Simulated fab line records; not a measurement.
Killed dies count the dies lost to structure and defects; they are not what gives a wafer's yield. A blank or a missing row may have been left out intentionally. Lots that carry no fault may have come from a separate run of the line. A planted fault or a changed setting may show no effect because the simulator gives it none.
Matching of chambers ; flow sky130 ; 3 sister chambers for SKY_CONTACT_CVD_00 on pecvd-03
The step deposits Si3N4, target thk 75 nm. 6 wafers are shown with their chamber, then 8 later ones without.

== EACH WAFER AND ITS CHAMBER ==
wafer;chamber;heater_power_w (W)
L083.5;1;616
L084.6;2;585
L089.1;1;725
L089.2;0;619
L089.3;2;591
L092.2;0;647

== WAFERS WITHOUT THEIR CHAMBER ==
wafer;heater_power_w (W)
L092.4;719
L092.6;636
L097.1;645
L097.2;636
L097.6;660
L095.2;683
L095.3;653
L095.4;544

== WHICH CHAMBER EACH ONE RAN IN ==
wafer;from the rows above;in truth
L092.4;can't be placed: 1 or 0 or 2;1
L092.6;can't be placed: 0 or 1 or 2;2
L097.1;can't be placed: 0 or 1 or 2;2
L097.2;can't be placed: 0 or 1 or 2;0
L097.6;can't be placed: 1 or 0 or 2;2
L095.2;can't be placed: 1 or 0 or 2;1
L095.3;can't be placed: 1 or 0 or 2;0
L095.4;can't be placed: 2 or 0 or 1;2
0 of 8 placed correctly. Not placeable from these rows: 8 (in 8, the candidates include the true chamber). Number placed wrongly: 0.
How it was worked out, from the rows above alone: a wafer's distance from a chamber is the root of the sum, over the readings, of the square of ((its reading less the chamber's mean) divided by the reading's scatter). If the next closest chamber is less than 2 further off than the closest, the wafer can't be placed; otherwise it belongs to the closest. For every chamber, the mean is computed from those of its wafers that are shown. How the scatter is found: for the shown wafers, subtract from each reading the mean of its chamber, square and add these, divide the total by (wafers less chambers), then take the root.
